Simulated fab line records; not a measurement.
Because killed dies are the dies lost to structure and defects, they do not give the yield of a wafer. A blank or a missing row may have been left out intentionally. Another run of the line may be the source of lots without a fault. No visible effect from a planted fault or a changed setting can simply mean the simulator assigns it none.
fab line records	flow sky130
record: lots: 12	wafers: 36	last-day: 50
route steps=708 shown VIA1@472 METAL4@635 METAL5@665 PASSIVATION@681 PAD_OPEN@708
lots that met no fault: from a run of the same line without faults
start-h: the number of hours between the record's first day and the start of the first shown wafer of the lot	wait-h: hours elapsed since this lot's preceding step	" unchanged from the row above	L1.1+2: one row covering several wafers at once	- either no value or no given start	* or withheld: withheld	< > ~ a bound
route shown NAME@n: a module of which the file shows steps, and the number in the route of the first	usual: the fault-free wafers' mean and standard deviation	same: alike in all rows	chamber/n: place in a boat	sites: the reading at each site	_std_site: how widely they spread, as a standard deviation	_edge_site: mean of outer sites minus mean of inner sites	radius-mm: for every site, how far away it sits from the centre of the wafer	mask NAME#n: copy n	behind: tool/chamber where the wafer was last shaped	hold: cause of the lot's hold/its duration in hours/its outcome	device: the transistor (n, p or np) that didn't switch	end of line: the same wafers' tests at the end of the route	step lacking rows: just its recipe	killed: dies that structure and defects cost at the first sort, which is not the same as the wafer's yield	map: per-die view of a wafer (x killed, . not killed, _ where there is no die)
set.NAME: the setting the step ran with; set.NAME@STEP: the setting that earlier step ran with	model.NAME: the simulator's own value behind a step, which no gauge read
one table for each step of the route and one row for each wafer, over a sample of lots
services: the hour from which a tool's chamber was out of use, counted from the record's first day as start-h (under 0 if before that day), plus the number of hours and why
== steps ==
step: SKY_VIA1_ETCH_14
recipe: chemistry: N2/H2	target: BARC	ion-energy-ev: 200	source-w: 500	bias-w: 100	pressure-mtorr: 30	n2-flow-sccm: 100	h2-flow-sccm: 200	stop-on: SiO2	time-s: 45.9	target-depth-a: 600
usual: drypump-motor-current-A: 5.6/0.37	oes-product-au: 0.855/0.0044	throttle-valve-pct: 13.224/0.0086
lot.wafer	tool	chamber	start-h	wait-h	drypump-motor-current-A	oes-product-au	rf-hours-counter-h	throttle-valve-pct
L359.1	rie-diel-04	1	802.75	0.0	5.0	0.852	19	13.210
L359.2	"	0	"	"	5.5	0.853	11	13.219
L359.6	"	3	"	"	5.5	0.854	-	13.227
L360.4	rie-diel-04	2	827.19	0.0	5.7	0.853	12	13.217
L360.5	"	1	"	"	5.0	0.857	-	13.213
L360.6	"	2	"	"	5.7	0.854	-	13.234
L364.1	rie-diel-03	2	844.84	0.0	5.7	0.863	3	13.219
L364.2	"	1	"	"	5.3	0.852	4	13.217
L364.5	"	1	"	"	5.4	0.856	-	13.234
L366.1	rie-diel-01	1	865.75	0.0	5.0	0.857	19	13.231
L366.2	"	3	"	"	6.1	0.853	0	13.216
L366.5	"	0	"	"	5.6	0.859	-	13.232
L367.3	rie-diel-04	0	873.64	0.0	5.5	0.861	13	13.217
L367.4	"	0	"	"	5.5	0.856	-	13.214
L367.6	"	3	"	"	5.5	0.857	-	13.237
L369.2	rie-diel-04	3	891.90	0.0	5.5	0.862	6	13.232
L369.4	"	1	"	"	5.0	0.847	0	13.221
L369.6	"	1	"	"	5.0	0.858	-	13.228
L371.1	rie-diel-04	3	902.54	0.0	5.5	0.854	6	13.212
L371.4	"	1	"	"	5.0	0.856	0	13.232
L371.6	"	0	"	"	5.5	0.852	-	13.217
L372.3	rie-diel-04	3	911.04	0.0	5.5	0.859	6	13.228
L372.5	"	3	"	"	5.5	0.853	-	13.218
L372.6	"	0	"	"	5.5	0.855	-	13.218
L374.2	rie-diel-04	3	926.74	0.0	5.4	0.857	7	13.218
L374.4	"	2	"	"	5.7	0.853	15	13.226
L374.5	"	1	"	"	5.1	0.857	-	13.224
L376.1	rie-diel-04	0	941.77	0.0	5.6	0.850	14	13.221
L376.2	"	3	"	"	5.5	0.862	7	13.219
L376.6	"	3	"	"	5.5	0.848	-	13.228
L377.3	rie-diel-01	0	942.89	0.0	5.6	0.856	7	13.201
L377.4	"	2	"	"	5.5	0.868	21	13.222
L377.6	"	3	"	"	6.1	0.851	-	13.222
L381.3	rie-diel-03	3	973.34	0.0	6.4	0.853	23	13.218
L381.4	"	1	"	"	5.3	0.855	8	13.228
L381.5	"	3	"	"	6.4	0.853	-	13.237
step: SKY_METAL4_STRIP_19
recipe: chemistry: O2/N2	power-w: 1400	pressure-mtorr: 1500	platen-temp-c: withheld	o2-flow-sccm: 3000	n2-flow-sccm: 300	overash-fraction: 0.5
usual: drypump-motor-current-A: 5.5/0.46	oes-product-au: 0.501/0.0055	strip-time-to-endpoint-s: 6.48/0.095
lot.wafer	tool	chamber	start-h	wait-h	drypump-motor-current-A	oes-product-au	rf-hours-counter-h	strip-time-to-endpoint-s
L359.1	plasma-asher-04	1	984.69	0.1	4.9	0.501	56	6.54
L359.2	"	0	"	"	5.6	0.497	56	6.54
L359.6	"	1	"	"	4.9	0.495	-	6.49
L360.4	plasma-asher-01	1	1013.28	0.1	5.3	0.509	-	6.74
L360.5	"	0	"	"	5.7	0.506	-	6.48
L360.6	"	1	"	"	5.3	0.509	-	6.69
L364.1	plasma-asher-01	1	1025.18	0.1	5.3	0.497	114	6.42
L364.2	"	0	"	"	5.7	0.495	114	6.43
L364.5	"	1	"	"	5.3	0.495	-	6.46
L366.1	plasma-asher-03	0	1043.52	0.1	6.2	0.504	97	6.57
L366.2	"	1	"	"	6.2	0.502	97	6.42
L366.5	"	0	"	"	6.2	0.511	-	6.58
L367.3	plasma-asher-01	1	1052.45	0.1	5.3	0.498	-	6.50
L367.4	"	0	"	"	5.7	0.496	-	6.43
L367.6	"	0	"	"	5.7	0.495	-	6.47
L369.2	plasma-asher-04	0	1069.18	0.1	5.6	0.508	64	6.59
L369.4	"	0	"	"	5.6	0.510	-	6.63
L369.6	"	0	"	"	5.6	0.503	-	6.58
L371.1	plasma-asher-01	0	1075.53	0.1	5.7	0.491	1	6.39
L371.4	"	0	"	"	5.7	0.495	-	6.40
L371.6	"	0	"	"	5.7	0.506	-	6.62
L372.3	plasma-asher-01	1	1087.26	0.1	5.3	0.506	-	6.53
L372.5	"	1	"	"	5.3	0.499	-	6.36
L372.6	"	0	"	"	5.7	0.508	-	6.57
L374.2	plasma-asher-04	0	1096.82	0.1	5.6	0.502	67	6.45
L374.4	"	0	"	"	5.6	0.497	-	6.46
L374.5	"	0	"	"	5.6	0.492	-	6.39
L376.1	plasma-asher-01	1	1108.97	0.1	5.3	0.490	4	6.33
L376.2	"	0	"	"	5.7	0.505	4	6.58
L376.6	"	1	"	"	5.3	0.497	-	6.36
L377.3	plasma-asher-01	1	1110.35	0.1	5.3	0.502	-	6.33
L377.4	"	0	"	"	5.6	0.501	-	6.64
L377.6	"	1	"	"	5.3	0.504	-	6.33
L381.3	plasma-asher-04	1	1135.86	0.1	4.9	0.504	-	6.60
L381.4	"	0	"	"	5.6	0.498	-	6.44
L381.5	"	1	"	"	4.9	0.496	-	6.47
step: SKY_METAL5_SPUTTER_04
recipe: material: TiN	target-thk-nm: 70	power-w: 6500	time-s: 58.3	chamber-pressure-pa: 0.4
usual: throttle-valve-pct: 30.1/0.9
lot.wafer	tool	chamber	start-h	wait-h	throttle-valve-pct
L359.1	pvd-sputter-01	-	1010.40	0.0	31.3
L359.2	"	-	"	"	28.2
L359.6	"	-	"	"	31.4
L360.4	pvd-sputter-01	-	1037.75	0.0	29.0
L360.5	"	-	"	"	28.3
L360.6	"	-	"	"	31.4
L364.1	pvd-sputter-02	-	1050.34	0.0	29.5
L364.2	"	-	"	"	30.6
L364.5	"	-	"	"	30.3
L366.1	pvd-sputter-02	-	1068.13	0.0	29.8
L366.2	"	-	"	"	30.3
L366.5	"	-	"	"	31.2
L367.3	pvd-sputter-02	-	1077.95	0.0	30.5
L367.4	"	-	"	"	29.6
L367.6	"	-	"	"	31.0
L369.2	pvd-sputter-02	-	1093.40	0.0	30.9
L369.4	"	-	"	"	30.8
L369.6	"	-	"	"	29.6
L371.1	pvd-sputter-02	-	1098.51	0.0	29.4
L371.4	"	-	"	"	30.4
L371.6	"	-	"	"	30.1
L372.3	pvd-sputter-04	-	1110.52	0.0	29.5
L372.5	"	-	"	"	29.6
L372.6	"	-	"	"	28.8
L374.2	pvd-sputter-04	-	1119.36	0.0	29.6
L374.4	"	-	"	"	30.4
L374.5	"	-	"	"	29.6
L376.1	pvd-sputter-02	-	1130.30	0.0	29.6
L376.2	"	-	"	"	30.1
L376.6	"	-	"	"	29.3
L377.3	pvd-sputter-04	-	1132.05	0.0	29.5
L377.4	"	-	"	"	29.5
L377.6	"	-	"	"	28.8
L381.3	pvd-sputter-02	-	1156.69	0.0	29.3
L381.4	"	-	"	"	30.4
L381.5	"	-	"	"	29.6
step: SKY_PASSIVATION_CVD_00
recipe: material: SiO2	target-thk-nm: 90	temp-c: 400	time-s: withheld	rf-w: 600
usual: heater-power-w: 638/62
lot.wafer	tool	chamber	start-h	wait-h	heater-power-w
L359.1	pecvd-02	1	1034.25	0.0	701
L359.2	"	0	"	"	574
L359.6	"	0	"	"	579
L360.4	pecvd-04	0	1060.37	0.0	594
L360.5	"	2	"	"	645
L360.6	"	1	"	"	640
L364.1	pecvd-03	2	1073.39	0.0	549
L364.2	"	0	"	"	669
L364.5	"	0	"	"	690
L366.1	pecvd-02	0	1090.20	0.0	570
L366.2	"	2	"	"	706
L366.5	"	1	"	"	663
L367.3	pecvd-03	2	1098.46	0.0	624
L367.4	"	2	"	"	630
L367.6	"	0	"	"	812
L369.2	pecvd-02	2	1114.69	0.0	678
L369.4	"	1	"	"	590
L369.6	"	2	"	"	665
L371.1	pecvd-03	2	1119.14	0.0	621
L371.4	"	1	"	"	621
L371.6	"	2	"	"	621
L372.3	pecvd-04	1	1130.26	0.0	583
L372.5	"	0	"	"	617
L372.6	"	1	"	"	586
L374.2	pecvd-02	0	1139.44	0.0	574
L374.4	"	1	"	"	696
L374.5	"	2	"	"	621
L376.1	pecvd-03	1	1148.70	0.0	722
L376.2	"	0	"	"	715
L376.6	"	0	"	"	718
L377.3	pecvd-03	1	1151.15	0.0	670
L377.4	"	2	"	"	602
L377.6	"	0	"	"	701
L381.3	pecvd-02	0	1174.65	0.0	517
L381.4	"	1	"	"	638
L381.5	"	0	"	"	515
step: SKY_PAD_OPEN_PROBE_99
usual: defect-limited-yield: 82.8/2	killed_at_M0_to_M3: 43/7.8	killed_at_M4_up: 3.2/1.9	killed-at-contacts: 24/5	killed-at-front-end: 14/4.5	killed-at-other: 0.2/0.41	killed-dies: 84/9.6	killed-open: 47/6.9	killed-short: 38/6	sort_bin_3_pad_short: 0.8/0.43	sort_bin_5_function: 10.1/1.4	sort_bin_6_memory: 6.3/1.1	sort-n-pass: 408/9.6	sort-yield-pct: 82.8/2
same: gross-dies: 492	killed-at-back-side: 0	sort_bin_4_leakage[%]: 0	sort_bin_8_speed[%]: 0
lot.wafer	tool	chamber	start-h	wait-h	hold	defect-limited-yield[%]	killed_at_M0_to_M3	killed_at_M4_up	killed-at-contacts	killed-at-front-end	killed-at-other	killed-dies	killed-open	killed-short	sort_bin_3_pad_short[%]	sort_bin_5_function[%]	sort_bin_6_memory[%]	sort-n-pass	sort-yield-pct[%]
L359.1	prober-01	-	1080.30	0.1	-	83.9	41	1	25	12	0	79	44	35	1.0	10.2	4.9	413	83.9
L359.2	prober-01	-	1080.35	0.1	-	82.5	45	6	26	9	0	86	50	36	0.4	10.2	6.9	406	82.5
L359.6	prober-01	-	1080.55	0.2	-	83.1	41	5	23	14	0	83	48	35	1.2	10.4	5.3	409	83.1
L360.4	prober-01	-	1105.37	0.2	-	80.9	54	3	18	19	0	94	47	47	1.4	11.8	5.9	398	80.9
L360.5	prober-01	-	1105.42	0.2	-	82.9	32	9	31	12	0	84	49	35	1.0	9.8	6.3	408	82.9
L360.6	prober-01	-	1105.47	0.2	-	83.3	39	6	18	19	0	82	52	30	0.8	8.7	7.1	410	83.3
L364.1	prober-02	-	1117.11	0.1	-	83.7	40	7	22	10	1	80	41	39	0.8	8.1	7.3	412	83.7
L364.2	prober-02	-	1117.16	0.1	-	82.9	42	5	23	14	0	84	47	37	0.8	12.0	4.3	408	82.9
L364.5	prober-02	-	1117.31	0.2	-	84.3	32	3	23	18	1	77	38	39	0.8	11.6	3.3	415	84.3
L366.1	prober-02	-	1132.10	0.1	-	78.5	54	2	34	16	0	106	58	48	1.8	12.8	6.9	386	78.5
L366.2	prober-02	-	1132.15	0.1	-	77.6	47	3	42	18	0	110	57	53	1.4	13.2	7.7	382	77.6
L366.5	prober-02	-	1132.30	0.2	-	79.9	56	2	28	13	0	99	52	47	1.4	11.8	6.9	393	79.9
L367.3	prober-01	-	1139.56	0.2	-	82.7	51	3	21	10	0	85	46	39	0.4	10.2	6.7	407	82.7
L367.4	prober-01	-	1139.61	0.2	-	82.9	38	1	35	10	0	84	47	37	1.2	8.5	7.3	408	82.9
L367.6	prober-01	-	1139.71	0.2	-	83.9	35	7	21	16	0	79	48	31	1.0	9.3	5.7	413	83.9
L369.2	prober-01	-	1154.21	0.1	-	81.9	47	4	24	14	0	89	39	50	2.2	10.8	5.1	403	81.9
L369.4	prober-01	-	1154.31	0.2	-	82.1	33	5	27	23	0	88	54	34	0.4	10.8	6.7	404	82.1
L369.6	prober-01	-	1154.41	0.2	-	85.2	29	3	28	12	1	73	37	36	0.4	8.1	6.3	419	85.2
L371.1	prober-01	-	1158.91	0.1	-	78.9	46	3	26	29	0	104	49	55	0.8	14.4	5.9	388	78.9
L371.4	prober-01	-	1159.06	0.2	-	83.3	47	0	25	10	0	82	49	33	0.8	9.1	6.7	410	83.3
L371.6	prober-01	-	1159.16	0.2	-	82.9	37	2	30	15	0	84	51	33	1.0	8.7	7.3	408	82.9
L372.3	prober-02	-	1168.70	0.2	await-dispo/3.6h/release	76.6	86	3	17	9	0	115	43	26	2.2	15.9	5.3	377	76.6
L372.5	prober-02	-	1168.80	0.2	await-dispo/3.6h/release	70.3	102	2	21	21	0	146	55	40	2.2	19.7	7.7	346	70.3
L372.6	prober-02	-	1168.85	0.2	await-dispo/3.6h/release	75.2	81	6	22	12	1	122	39	43	3.0	15.2	6.5	370	75.2
L374.2	prober-02	-	1177.99	0.1	await-dispo/2.4h/release	72.0	89	7	19	23	0	138	52	42	3.5	17.3	7.3	354	72.0
L374.4	prober-02	-	1178.09	0.2	await-dispo/2.4h/release	77.6	88	0	13	9	0	110	32	30	3.0	14.2	5.1	382	77.6
L374.5	prober-02	-	1178.14	0.2	await-dispo/2.4h/release	78.0	88	2	12	6	0	108	40	23	1.8	16.5	3.7	384	78.0
L376.1	prober-02	-	1186.50	0.1	await-dispo/4.4h/release	75.6	88	3	14	15	0	120	44	37	2.6	15.0	6.7	372	75.6
L376.2	prober-02	-	1186.55	0.1	await-dispo/4.4h/release	73.0	89	2	29	13	0	133	51	34	3.0	15.2	8.7	359	73.0
L376.6	prober-02	-	1186.75	0.2	await-dispo/4.4h/release	77.0	82	2	18	11	0	113	39	31	2.8	14.4	5.7	379	77.0
L377.3	prober-01	-	1187.77	0.2	-	82.7	42	2	20	21	0	85	54	31	0.6	11.0	5.7	407	82.7
L377.4	prober-01	-	1187.82	0.2	-	84.8	36	2	26	11	0	75	36	39	0.6	10.2	4.5	417	84.8
L377.6	prober-01	-	1187.92	0.2	-	84.8	37	2	22	14	0	75	36	39	1.6	8.5	5.1	417	84.8
L381.3	prober-01	-	1207.66	0.2	-	81.7	49	6	24	11	0	90	46	44	1.8	10.6	5.9	402	81.7
L381.4	prober-01	-	1207.71	0.2	-	82.9	55	1	17	11	0	84	49	35	0.8	10.8	5.5	408	82.9
L381.5	prober-01	-	1207.76	0.2	-	84.6	38	3	23	12	0	76	38	38	0.8	8.7	5.9	416	84.6
killed by level:class
L359.1 VIA3:geometric-particle:open=10 CONTACT:geometric-particle:short=9 VIA2:geometric-particle:open=8 VIA1:geometric-particle:open=8 CONTACT:geometric-particle:open=7 LI_CONTACT:geometric-particle:open=6 METAL2:geometric-particle:short=4 METAL3:geometric-particle:short=4
L359.2 CONTACT:geometric-particle:open=11 VIA1:geometric-particle:open=9 LI_CONTACT:geometric-particle:open=7 METAL1:geometric-particle:short=7 VIA3:geometric-particle:open=7 METAL2:geometric-particle:short=6 VIA2:geometric-particle:open=6 VIA3:geometric-particle:short=5
L359.6 CONTACT:geometric-particle:open=9 VIA1:geometric-particle:open=8 LI_CONTACT:geometric-particle:open=7 VIA2:geometric-particle:open=7 METAL2:geometric-particle:short=7 CONTACT:geometric-particle:short=5 VIA3:geometric-particle:open=5 FIELD_ISO:geometric-particle:short=3
L360.4 VIA1:geometric-particle:short=10 VIA2:geometric-particle:open=9 VIA1:geometric-particle:open=9 METAL1:geometric-particle:short=7 FIELD_ISO:geometric-particle:open=5 POLY_GATE:geometric-particle:short=5 LI_CONTACT:geometric-particle:short=5 CONTACT:geometric-particle:open=5
L360.5 CONTACT:geometric-particle:open=10 LI_CONTACT:geometric-particle:open=9 VIA1:geometric-particle:open=8 METAL4:geometric-particle:short=8 METAL2:geometric-particle:short=7 FIELD_ISO:geometric-particle:short=4 LOCAL_INTERCONNECT:geometric-particle:short=4 CONTACT:geometric-particle:short=4
L360.6 CONTACT:geometric-particle:open=10 VIA1:geometric-particle:open=9 VIA2:geometric-particle:open=8 FIELD_ISO:geometric-particle:open=6 METAL2:geometric-particle:short=6 POLY_GATE:geometric-particle:open=4 VIA3:geometric-particle:open=4 POLY_GATE:geometric-particle:short=3
L364.1 VIA2:geometric-particle:open=7 LI_CONTACT:geometric-particle:open=6 CONTACT:geometric-particle:open=5 VIA3:geometric-particle:open=5 VIA1:geometric-particle:open=5 METAL4:geometric-particle:short=5 LOCAL_INTERCONNECT:geometric-particle:short=4 VIA1:geometric-particle:short=4
L364.2 VIA1:geometric-particle:open=11 VIA3:geometric-particle:open=8 CONTACT:geometric-particle:open=7 LOCAL_INTERCONNECT:geometric-particle:short=6 CONTACT:geometric-particle:short=6 METAL1:geometric-particle:short=6 VIA2:geometric-particle:open=6 POLY_GATE:geometric-particle:open=5
L364.5 CONTACT:geometric-particle:open=7 FIELD_ISO:geometric-particle:short=6 VIA1:geometric-particle:open=6 POLY_GATE:geometric-particle:open=5 VIA3:geometric-particle:open=5 CONTACT:geometric-particle:short=5 METAL1:geometric-particle:short=5 LOCAL_INTERCONNECT:geometric-particle:short=4
L366.1 CONTACT:geometric-particle:open=16 VIA1:geometric-particle:open=14 METAL1:geometric-particle:short=7 FIELD_ISO:geometric-particle:short=6 VIA3:geometric-particle:open=6 LI_CONTACT:geometric-particle:open=6 METAL3:geometric-particle:short=6 FIELD_ISO:geometric-particle:open=5
L366.2 CONTACT:geometric-particle:open=13 LI_CONTACT:geometric-particle:open=9 VIA1:geometric-particle:open=8 METAL2:geometric-particle:short=7 VIA3:geometric-particle:short=6 LOCAL_INTERCONNECT:geometric-particle:short=6 CONTACT:geometric-particle:short=6 VIA2:geometric-particle:open=6
L366.5 VIA1:geometric-particle:open=12 VIA3:geometric-particle:open=11 CONTACT:geometric-particle:short=8 CONTACT:geometric-particle:open=8 VIA2:geometric-particle:short=7 LOCAL_INTERCONNECT:geometric-particle:short=6 METAL3:geometric-particle:short=5 VIA2:geometric-particle:open=5
L367.3 VIA1:geometric-particle:open=15 VIA1:geometric-particle:short=10 LI_CONTACT:geometric-particle:open=6 METAL2:geometric-particle:short=6 VIA3:geometric-particle:open=6 LOCAL_INTERCONNECT:geometric-particle:short=5 CONTACT:geometric-particle:open=5 VIA2:geometric-particle:open=4
L367.4 CONTACT:geometric-particle:open=10 LI_CONTACT:geometric-particle:open=9 VIA1:geometric-particle:open=8 VIA2:geometric-particle:open=6 LI_CONTACT:geometric-particle:short=5 LOCAL_INTERCONNECT:geometric-particle:short=5 CONTACT:geometric-particle:short=5 VIA2:geometric-particle:short=5
L367.6 VIA1:geometric-particle:open=13 CONTACT:geometric-particle:open=11 FIELD_ISO:geometric-particle:open=5 METAL4:geometric-particle:short=5 VIA3:geometric-particle:open=4 VIA2:geometric-particle:open=4 FIELD_ISO:geometric-particle:short=3 SPACER:geometric-particle:open=3
L369.2 METAL2:geometric-particle:short=9 METAL1:geometric-particle:short=8 LI_CONTACT:geometric-particle:open=7 VIA1:geometric-particle:open=5 CONTACT:geometric-particle:open=5 METAL3:geometric-particle:short=5 LOCAL_INTERCONNECT:geometric-particle:open=4 VIA2:geometric-particle:short=4
L369.4 CONTACT:geometric-particle:open=13 FIELD_ISO:geometric-particle:short=8 VIA2:geometric-particle:open=8 VIA1:geometric-particle:open=8 LI_CONTACT:geometric-particle:open=6 FIELD_ISO:geometric-particle:open=5 METAL2:geometric-particle:short=5 POLY_GATE:geometric-particle:open=4
L369.6 CONTACT:geometric-particle:open=9 VIA1:geometric-particle:open=8 LI_CONTACT:geometric-particle:open=6 CONTACT:geometric-particle:short=6 METAL2:geometric-particle:short=5 LOCAL_INTERCONNECT:geometric-particle:short=4 VIA1:geometric-particle:short=4 VIA2:geometric-particle:short=4
L371.1 CONTACT:geometric-particle:open=12 METAL1:geometric-particle:short=11 FIELD_ISO:geometric-particle:short=9 FIELD_ISO:geometric-particle:open=7 LI_CONTACT:geometric-particle:open=7 METAL2:geometric-particle:open=5 POLY_GATE:geometric-particle:short=5 VIA1:geometric-particle:short=5
L371.4 LI_CONTACT:geometric-particle:open=11 VIA3:geometric-particle:open=10 VIA1:geometric-particle:open=10 CONTACT:geometric-particle:open=7 METAL2:geometric-particle:short=5 METAL1:geometric-particle:short=4 VIA1:geometric-particle:short=4 VIA2:geometric-particle:short=4
L371.6 LI_CONTACT:geometric-particle:open=10 CONTACT:geometric-particle:open=10 VIA1:geometric-particle:open=9 CONTACT:geometric-particle:short=7 VIA2:geometric-particle:open=6 POLY_GATE:geometric-particle:open=5 VIA2:geometric-particle:short=5 METAL2:geometric-particle:short=4
L372.3 VIA1:unspecified=46 VIA1:geometric-particle:open=9 LI_CONTACT:geometric-particle:open=7 VIA3:geometric-particle:open=6 VIA3:geometric-particle:short=5 CONTACT:geometric-particle:open=4 POLY_GATE:geometric-particle:open=4 VIA1:geometric-particle:short=4
L372.5 VIA1:unspecified=51 VIA1:geometric-particle:open=12 FIELD_ISO:geometric-particle:open=11 VIA2:geometric-particle:open=11 CONTACT:geometric-particle:short=7 VIA3:geometric-particle:open=7 LOCAL_INTERCONNECT:geometric-particle:short=6 METAL1:geometric-particle:short=5
L372.6 VIA1:unspecified=40 CONTACT:geometric-particle:open=9 VIA1:geometric-particle:open=9 METAL1:geometric-particle:short=7 VIA3:geometric-particle:open=7 LOCAL_INTERCONNECT:geometric-particle:short=6 METAL2:geometric-particle:short=6 POLY_GATE:geometric-particle:open=4
L374.2 VIA1:unspecified=44 VIA1:geometric-particle:open=12 VIA2:geometric-particle:open=11 POLY_GATE:geometric-particle:short=7 CONTACT:geometric-particle:open=7 POLY_GATE:geometric-particle:open=6 VIA3:geometric-particle:open=6 LOCAL_INTERCONNECT:geometric-particle:short=6
L374.4 VIA1:unspecified=48 METAL2:geometric-particle:short=10 VIA1:geometric-particle:open=9 VIA2:geometric-particle:open=7 CONTACT:geometric-particle:open=4 LI_CONTACT:geometric-particle:open=3 CONTACT:geometric-particle:short=3 VIA3:geometric-particle:short=3
L374.5 VIA1:unspecified=45 VIA1:geometric-particle:open=19 CONTACT:geometric-particle:open=6 VIA1:geometric-particle:short=4 VIA2:geometric-particle:open=4 FIELD_ISO:geometric-particle:open=3 LOCAL_INTERCONNECT:geometric-particle:short=3 METAL1:geometric-particle:short=3
L376.1 VIA1:unspecified=39 VIA1:geometric-particle:open=11 METAL1:geometric-particle:short=8 METAL2:geometric-particle:short=8 VIA3:geometric-particle:open=6 FIELD_ISO:geometric-particle:open=5 CONTACT:geometric-particle:open=5 POLY_GATE:geometric-particle:open=4
L376.2 VIA1:unspecified=48 VIA1:geometric-particle:open=12 CONTACT:geometric-particle:open=11 CONTACT:geometric-particle:short=7 VIA3:geometric-particle:open=7 LI_CONTACT:geometric-particle:open=5 VIA1:geometric-particle:short=5 VIA2:geometric-particle:open=5
L376.6 VIA1:unspecified=43 LI_CONTACT:geometric-particle:open=8 METAL1:geometric-particle:short=7 VIA1:geometric-particle:open=7 VIA2:geometric-particle:open=6 CONTACT:geometric-particle:open=5 VIA3:geometric-particle:short=5 FIELD_ISO:geometric-particle:open=4
L377.3 VIA1:geometric-particle:open=11 CONTACT:geometric-particle:open=8 VIA3:geometric-particle:open=8 METAL1:geometric-particle:short=7 FIELD_ISO:geometric-particle:open=6 LI_CONTACT:geometric-particle:open=6 POLY_GATE:geometric-particle:short=5 VIA2:geometric-particle:open=5
L377.4 CONTACT:geometric-particle:open=9 VIA2:geometric-particle:open=7 LOCAL_INTERCONNECT:geometric-particle:short=6 CONTACT:geometric-particle:short=5 LI_CONTACT:geometric-particle:open=5 METAL2:geometric-particle:short=5 VIA1:geometric-particle:short=5 VIA1:geometric-particle:open=5
L377.6 VIA1:geometric-particle:open=9 LI_CONTACT:geometric-particle:open=7 CONTACT:geometric-particle:open=5 VIA1:geometric-particle:short=5 FIELD_ISO:geometric-particle:short=4 LOCAL_INTERCONNECT:geometric-particle:short=4 METAL1:geometric-particle:short=4 METAL2:geometric-particle:short=4
L381.3 VIA1:geometric-particle:open=12 CONTACT:geometric-particle:open=9 VIA2:geometric-particle:open=8 CONTACT:geometric-particle:short=6 METAL2:geometric-particle:short=5 LOCAL_INTERCONNECT:geometric-particle:short=5 POLY_GATE:geometric-particle:short=4 METAL1:geometric-particle:short=4
L381.4 VIA1:geometric-particle:open=16 VIA2:geometric-particle:open=12 VIA1:geometric-particle:short=8 METAL1:geometric-particle:short=5 CONTACT:geometric-particle:open=5 METAL3:geometric-particle:short=4 LI_CONTACT:geometric-particle:open=4 VIA2:geometric-particle:short=4
L381.5 LI_CONTACT:geometric-particle:open=7 VIA3:geometric-particle:open=6 VIA1:geometric-particle:open=6 FIELD_ISO:geometric-particle:short=5 LOCAL_INTERCONNECT:geometric-particle:short=5 CONTACT:geometric-particle:open=5 METAL1:geometric-particle:short=5 VIA1:geometric-particle:short=5
== services ==
tool	chamber	start-h	hours	kind
pvd-sputter-02	-	793.71	5.4	repair
pvd-sputter-02	-	797.55	25.6	repair
plasma-asher-01	-	850.47	76.3	pm
plasma-asher-04	-	854.42	21.9	repair
pvd-sputter-02	-	871.33	5.8	repair
rie-diel-04	1	895.56	2.7	repair
pecvd-02	-	912.01	1.0	repair
plasma-asher-01	-	926.75	15.6	pm
pecvd-03	-	937.18	28.1	pm
plasma-asher-04	-	949.79	2.9	repair
pecvd-02	-	986.83	2.8	pm
pecvd-03	-	990.71	0.4	repair
pvd-sputter-02	-	998.61	5.5	repair
rie-diel-04	-	1007.34	0.8	repair
rie-diel-04	2	1020.19	4.4	repair
rie-diel-04	1	1031.27	22.1	repair
rie-diel-04	3	1044.40	1.9	repair
plasma-asher-01	-	1055.25	9.0	pm
plasma-asher-01	-	1070.60	2.8	pm
pecvd-02	-	1073.77	1.7	repair
pecvd-02	-	1079.67	1.1	repair
pecvd-03	-	1104.83	6.0	pm
pvd-sputter-02	-	1141.14	7.7	repair
pecvd-02	-	1148.77	5.5	pm
== key ==
first-sign: step: SKY_PAD_OPEN_PROBE_99	reading: killed_at_M0_to_M3	direction: up	sigmas: 5.8	usual: 43	struck: 88
effect: step: SKY_PAD_OPEN_PROBE_99	reading: sort_bin_3_pad_short	direction: up	sigmas: 4.4	usual: 0.8	struck: 2.7
met-at SKY_VIA1_ETCH_14
struck-lots L372,L374,L376
not-acting-at SKY_METAL4_STRIP_19,SKY_METAL5_SPUTTER_04,SKY_PASSIVATION_CVD_00
onset-between 902.54 911.04
fault: kind: chamber-particle-source	tool: rie-diel-04	chamber: -	onset-h: 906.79	steps: SKY_VIA1_ETCH_14	rate-per-visit-cm2: 0.76106	end-h: 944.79
